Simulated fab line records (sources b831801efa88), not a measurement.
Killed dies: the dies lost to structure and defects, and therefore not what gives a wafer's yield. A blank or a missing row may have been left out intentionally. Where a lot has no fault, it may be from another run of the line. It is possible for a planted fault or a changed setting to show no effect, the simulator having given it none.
Which tool is to blame? / flow gf180mcu / 13 lots, 39 wafers sampled, at 4 steps of a route of 602

== WHAT EACH GAUGE READ, for each wafer ==
GF_M4_RS_MEAS_05: uses a four-point probe to measure. Usual: M4_ALCU_RS typically reads 0.0695 ohm/sq, with standard deviation 0.0008.
lot=L668; measured=day 22 11:19; on=film_metro-01; M4_ALCU_RS (ohm/sq)=0.0700 0.0706 0.0698; flag=
lot=L669; measured=day 23 01:40; on=film_metro-02; M4_ALCU_RS (ohm/sq)=0.0702 0.0691 0.0698; flag=
lot=L670; measured=day 23 10:27; on=film_metro-02; M4_ALCU_RS (ohm/sq)=0.0686 0.0685 0.0677; flag=
lot=L671; measured=day 23 19:32; on=film_metro-01; M4_ALCU_RS (ohm/sq)=0.0689 0.0689 0.0691; flag=
lot=L672; measured=day 24 02:25; on=film_metro-01; M4_ALCU_RS (ohm/sq)=0.0698 0.0695 0.0695; flag=
lot=L676; measured=day 25 08:56; on=film_metro-02; M4_ALCU_RS (ohm/sq)=0.0687 0.0689 0.0678; flag=
lot=L687; measured=day 28 22:17; on=film_metro-03; M4_ALCU_RS (ohm/sq)=0.0699 0.0701 0.0702; flag=
lot=L689; measured=day 29 06:05; on=film_metro-02; M4_ALCU_RS (ohm/sq)=0.0692 0.0701 0.0695; flag=
lot=L690; measured=day 29 17:02; on=film_metro-02; M4_ALCU_RS (ohm/sq)=0.0693 0.0689 0.0700; flag=
lot=L691; measured=day 29 21:08; on=film_metro-03; M4_ALCU_RS (ohm/sq)=0.0708 0.0708 0.0704; flag=

== TOOL THAT RAN EACH LOT (tool first, then ch and the chambers of the sampled wafers, then the start) ==
lot=L668; GF_M3_SPUTTER_04=pvd_sputter-04, day 20 08:26; GF_V3_CMP_26=cmp-02 ch 2,3, day 22 10:50; GF_M4_SPUTTER_01=pvd_sputter-03, day 22 11:11
lot=L669; GF_M3_SPUTTER_04=pvd_sputter-04, day 20 23:46; GF_V3_CMP_26=cmp-01 ch 1,3, day 23 01:07; GF_M4_SPUTTER_01=pvd_sputter-01, day 23 01:31
lot=L670; GF_M3_SPUTTER_04=pvd_sputter-04, day 21 08:52; GF_V3_CMP_26=cmp-02 ch 0,1, day 23 09:58; GF_M4_SPUTTER_01=pvd_sputter-01, day 23 10:19
lot=L671; GF_M3_SPUTTER_04=pvd_sputter-02, day 21 17:54; GF_V3_CMP_26=cmp-01 ch 0,1,3, day 23 19:05; GF_M4_SPUTTER_01=pvd_sputter-03, day 23 19:23
lot=L672; GF_M3_SPUTTER_04=pvd_sputter-03, day 22 01:54; GF_V3_CMP_26=cmp-02 ch 0,1,3, day 24 01:55; GF_M4_SPUTTER_01=pvd_sputter-02, day 24 02:16
lot=L676; GF_M3_SPUTTER_04=pvd_sputter-04, day 23 09:17; GF_V3_CMP_26=cmp-02 ch 1,2,3, day 25 08:28; GF_M4_SPUTTER_01=pvd_sputter-01, day 25 08:49
lot=L681; GF_M3_SPUTTER_04=pvd_sputter-03, day 25 02:15; GF_V3_CMP_26=cmp-01 ch 0,2,3, day 26 23:46; GF_M4_SPUTTER_01=-
lot=L682; GF_M3_SPUTTER_04=pvd_sputter-03, day 25 11:30; GF_V3_CMP_26=cmp-02 ch 0,3, day 27 07:37; GF_M4_SPUTTER_01=-
lot=L683; GF_M3_SPUTTER_04=pvd_sputter-03, day 25 20:28; GF_V3_CMP_26=cmp-01 ch 0,1,2, day 27 16:40; GF_M4_SPUTTER_01=-
lot=L687; GF_M3_SPUTTER_04=pvd_sputter-03, day 27 04:37; GF_V3_CMP_26=cmp-02 ch 1,2,3, day 28 21:49; GF_M4_SPUTTER_01=pvd_sputter-02, day 28 22:07
lot=L689; GF_M3_SPUTTER_04=pvd_sputter-03, day 27 12:55; GF_V3_CMP_26=cmp-01 ch 0,3, day 29 05:32; GF_M4_SPUTTER_01=pvd_sputter-03, day 29 05:56
lot=L690; GF_M3_SPUTTER_04=pvd_sputter-04, day 27 22:53; GF_V3_CMP_26=cmp-01 ch 0,1,2, day 29 16:31; GF_M4_SPUTTER_01=pvd_sputter-01, day 29 16:55
lot=L691; GF_M3_SPUTTER_04=pvd_sputter-04, day 28 02:40; GF_V3_CMP_26=cmp-02 ch 0,1,2, day 29 20:43; GF_M4_SPUTTER_01=pvd_sputter-02, day 29 20:58
- GF_M3_SPUTTER_04: material TiN, target thk 50 nm, time 41.7 s.
- GF_V3_CMP_26: polishes, stops on SiO2, t overpolish 15 s, target thk 0 nm.
- GF_M4_SPUTTER_01: material TiN, target thk 30 nm, time 25 s.

== AS READ BY THE TOOLS THEMSELVES (means over the sampled wafers that have a number; for cases with no such wafer, the mark the record gives instead) ==
GF_M3_SPUTTER_04. Usual: 29.8 % for throttle_valve_pct, sd 1.
lot=L668; tool=pvd_sputter-04; throttle_valve_pct (%)=29.3; flag=
lot=L669; tool=pvd_sputter-04; throttle_valve_pct (%)=31.4; flag=
lot=L670; tool=pvd_sputter-04; throttle_valve_pct (%)=31.0; flag=
lot=L671; tool=pvd_sputter-02; throttle_valve_pct (%)=29.9; flag=
lot=L672; tool=pvd_sputter-03; throttle_valve_pct (%)=29.8; flag=
lot=L676; tool=pvd_sputter-04; throttle_valve_pct (%)=29.6; flag=
lot=L681; tool=pvd_sputter-03; throttle_valve_pct (%)=30.4; flag=
lot=L682; tool=pvd_sputter-03; throttle_valve_pct (%)=28.9; flag=
lot=L683; tool=pvd_sputter-03; throttle_valve_pct (%)=29.9; flag=
lot=L687; tool=pvd_sputter-03; throttle_valve_pct (%)=30.0; flag=
lot=L689; tool=pvd_sputter-03; throttle_valve_pct (%)=30.3; flag=
lot=L690; tool=pvd_sputter-04; throttle_valve_pct (%)=31.0; flag=
lot=L691; tool=pvd_sputter-04; throttle_valve_pct (%)=30.0; flag=

GF_V3_CMP_26. Usual: edge_zone_pressure_frac 1.000, standard deviation 0.005; head_pressure_psi 3.501 psi, standard deviation 0.0076; motor_current_A 10.1 A, standard deviation 1.4; overpolish_run_s 14.999 s, standard deviation 0.0088; time_to_endpoint_s 86 s, standard deviation 3.7.
lot=L668; tool=cmp-02; edge_zone_pressure_frac=0.999; head_pressure_psi (psi)=3.505; motor_current_A (A)=11.2; overpolish_run_s (s)=14.998; time_to_endpoint_s (s)=85; flag=
lot=L669; tool=cmp-01; edge_zone_pressure_frac=1.002; head_pressure_psi (psi)=3.494; motor_current_A (A)=10.8; overpolish_run_s (s)=14.992; time_to_endpoint_s (s)=81; flag=
lot=L670; tool=cmp-02; edge_zone_pressure_frac=1.003; head_pressure_psi (psi)=3.501; motor_current_A (A)=10.3; overpolish_run_s (s)=14.996; time_to_endpoint_s (s)=87; flag=
lot=L671; tool=cmp-01; edge_zone_pressure_frac=0.999; head_pressure_psi (psi)=3.505; motor_current_A (A)=10.4; overpolish_run_s (s)=14.995; time_to_endpoint_s (s)=87; flag=
lot=L672; tool=cmp-02; edge_zone_pressure_frac=1.000; head_pressure_psi (psi)=3.504; motor_current_A (A)=10.4; overpolish_run_s (s)=15.004; time_to_endpoint_s (s)=89; flag=
lot=L676; tool=cmp-02; edge_zone_pressure_frac=1.001; head_pressure_psi (psi)=3.501; motor_current_A (A)=11.1; overpolish_run_s (s)=14.999; time_to_endpoint_s (s)=80; flag=
lot=L681; tool=cmp-01; edge_zone_pressure_frac=-; head_pressure_psi (psi)=-; motor_current_A (A)=-; overpolish_run_s (s)=-; time_to_endpoint_s (s)=-; flag=OFF
lot=L682; tool=cmp-02; edge_zone_pressure_frac=-; head_pressure_psi (psi)=-; motor_current_A (A)=-; overpolish_run_s (s)=-; time_to_endpoint_s (s)=-; flag=OFF
lot=L683; tool=cmp-01; edge_zone_pressure_frac=-; head_pressure_psi (psi)=-; motor_current_A (A)=-; overpolish_run_s (s)=-; time_to_endpoint_s (s)=-; flag=OFF
lot=L687; tool=cmp-02; edge_zone_pressure_frac=1.003; head_pressure_psi (psi)=3.501; motor_current_A (A)=10.9; overpolish_run_s (s)=14.995; time_to_endpoint_s (s)=89; flag=
lot=L689; tool=cmp-01; edge_zone_pressure_frac=1.001; head_pressure_psi (psi)=3.511; motor_current_A (A)=10.7; overpolish_run_s (s)=14.998; time_to_endpoint_s (s)=83; flag=
lot=L690; tool=cmp-01; edge_zone_pressure_frac=0.997; head_pressure_psi (psi)=3.500; motor_current_A (A)=9.9; overpolish_run_s (s)=14.995; time_to_endpoint_s (s)=85; flag=
lot=L691; tool=cmp-02; edge_zone_pressure_frac=1.001; head_pressure_psi (psi)=3.513; motor_current_A (A)=9.5; overpolish_run_s (s)=14.999; time_to_endpoint_s (s)=86; flag=

GF_M4_SPUTTER_01. Usual: 30.1 % for throttle_valve_pct, sd 0.75.
lot=L668; tool=pvd_sputter-03; throttle_valve_pct (%)=29.5; flag=
lot=L669; tool=pvd_sputter-01; throttle_valve_pct (%)=30.1; flag=
lot=L670; tool=pvd_sputter-01; throttle_valve_pct (%)=30.3; flag=
lot=L671; tool=pvd_sputter-03; throttle_valve_pct (%)=30.3; flag=
lot=L672; tool=pvd_sputter-02; throttle_valve_pct (%)=30.0; flag=
lot=L676; tool=pvd_sputter-01; throttle_valve_pct (%)=30.2; flag=
lot=L687; tool=pvd_sputter-02; throttle_valve_pct (%)=30.0; flag=
lot=L689; tool=pvd_sputter-03; throttle_valve_pct (%)=30.1; flag=
lot=L690; tool=pvd_sputter-01; throttle_valve_pct (%)=30.8; flag=
lot=L691; tool=pvd_sputter-02; throttle_valve_pct (%)=29.8; flag=

== THE ANSWER, worked out from the rows above alone ==
Rule: take the mean of a lot's wafers that have a number; if it is more than 3 standard deviations from the usual mean, the lot is off. Also off: a lot with no number at a reading for which 4 or more lots have one. All remaining lots with rows at the step are treated as sound. The gauges are gone through in route order, then the tools' own readings, and for those a lot's mean is taken as printed above. The first step at which some lot is off is used, and at that step the reading that is off furthest; a lot without a number counts as furthest.
Off at GF_V3_CMP_26 (edge_zone_pressure_frac): L681, L682, L683. Without a number there: L681, L682, L683.
A tool fits if, at that step or a process step before it, it ran every lot that is off, and no sound lot after the first of them. Of those tried, none fits.

== WHAT HAD BEEN PUT IN BY THE SIMULATOR ==
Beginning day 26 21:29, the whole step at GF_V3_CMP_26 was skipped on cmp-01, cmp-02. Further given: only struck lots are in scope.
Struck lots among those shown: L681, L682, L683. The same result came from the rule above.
